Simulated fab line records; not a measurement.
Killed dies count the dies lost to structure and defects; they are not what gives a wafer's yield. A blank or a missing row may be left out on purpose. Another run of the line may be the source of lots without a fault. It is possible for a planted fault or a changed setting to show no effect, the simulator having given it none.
A struck lot beside a sound one -- flow sky130 -- 16 out of 708 route steps
Sound: wafers L702.1, L702.2, L702.6. Struck: wafer L718.5 (left out: L718.3, L718.4 of the same lot, which were not struck); the cause appears at the end.
Per side, at each step with rows, come the tool, then ch with its chambers, and then its first start. Under that, the readings that differ: sound wafers -- struck wafers -- difference of the means -- sigmas: that difference in standard deviations of wafers without a fault.
alike: readings whose means differ by less than 2 such deviations, and words and numbers that are the same on both sides. not compared: withheld readings, readings that some wafer has no value for, bounds like >300 that may hide the same value, and numbers for which the record gives no deviation and whose values overlap.
The two part at a step that has a row with sigmas, a row that says differs or no value, or rows on one side only. When numbers do not overlap yet have no deviation, they are printed without sigmas and do not part them. A reading that every wafer of one side lacks parts them only if that side has two wafers or more.

SKY_VIA2_CMP_02: polishes SiO2.
  sound on cmp-01 ch 1,2,3, day 37 01:22; struck on cmp-02 ch 1, day 42 16:59
  alike: motorCurrentA
SKY_VIA2_BOW_MEAS_03:
  sound on filmMetro-02, day 37 01:40; struck on filmMetro-03, day 42 17:19
  alike: VIA2_BOW
then, 8 steps without rows for these wafers: SKY_VIA2_DEHYDRATE_04 (time 60 s); SKY_VIA2_HMDS_05 (prime time 60 s); SKY_VIA2_COAT_06 (resist thk 60 nm); SKY_VIA2_COAT_07 (resist thk 450 nm); SKY_VIA2_SOFTBAKE_08 (time 90 s); SKY_VIA2_EXPOSE_09 (exposes mask VIM2, target cd 200 nm); SKY_VIA2_PEB_10; SKY_VIA2_DEVELOP_11 (develop time 60 s).
SKY_VIA2_CD_MEAS_12 targets a cd of 200 nm.
  sound on cdSem-01, day 38 02:49; struck on cdSem-01, day 43 15:59
reading,sound,struck,difference,sigmas
cdNm (nm),198.3 198.7 198.0,202.0,+3.7,+3
SKY_VIA2_OVL_MEAS_13:
  sound on overlay-02, day 38 02:56; struck on overlay-01, day 43 16:05
  alike: VIA2_OVL
SKY_VIA2_ETCH_14: etches BARC in N2/H2, stops on SiO2, time 45.9 s, target depth 60 nm.
  sound on rieDiel-04 ch 0,2,3, day 38 02:58; struck on rieDiel-02 ch 1, day 43 16:07
reading,sound,struck,difference,sigmas
rfFwdPowerW (W),495.9 493.9 497.3,573.6,+77.9,+43
model.KrF-thick_of_VIA2_COAT_07.thkNm (nm),390.7 391.4 392.2,387.6,-3.8,
  alike: chamberPressureMTorr, drypumpMotorCurrentA, oesProductAu, throttleValvePct
  not compared: rfHoursCounterH
SKY_VIA2_ETCH_15: etches SiO2 in C4F8/O2/Ar, stops on TiN, target depth 546 nm, time 84 s.
  sound on rieDiel-04 ch 0,2,3, day 38 03:01; struck on rieDiel-02 ch 1, day 43 16:09
  alike: chamberPressureMTorr, oesProductAu, rfFwdPowerW
  not compared: rfHoursCounterH, model.KrF-thick_of_VIA2_COAT_07.thkNm
SKY_VIA2_STRIP_16: strips in O2/N2.
  sound on plasmaAsher-04 ch 0,1, day 38 03:05; struck on plasmaAsher-04 ch 1, day 43 16:15
reading,sound,struck,difference,sigmas
chamberPressureMTorr (mTorr),1500.4 1497.8 1500.8,1502.2,+2.5,+2
  alike: drypumpMotorCurrentA, oesProductAu, stripTimeToEndpointS
  not compared: rfHoursCounterH
-- the record jumps here: 8 days lie between the struck wafers' starts before and after (it left off in module VIA2 and takes up again in module PAD_OPEN, whose first step shown is number 708 of the route) --
SKY_PAD_OPEN_PROBE_99:
  sound on prober-01, day 47 05:29; struck on prober-01, day 51 05:18
reading,sound,struck,difference,sigmas
killed_at_M4_up,1 0 2,6,+5,+3
  alike: defectLimitedYield, killed_at_M0_to_M3, killedAtContacts, killedAtFrontEnd, killedAtOther, killedDies, killedOpen, killedShort

## WHERE THEY PART
First at SKY_VIA2_CD_MEAS_12; last, within this record, at SKY_PAD_OPEN_PROBE_99.

WHY: what the simulator had put in
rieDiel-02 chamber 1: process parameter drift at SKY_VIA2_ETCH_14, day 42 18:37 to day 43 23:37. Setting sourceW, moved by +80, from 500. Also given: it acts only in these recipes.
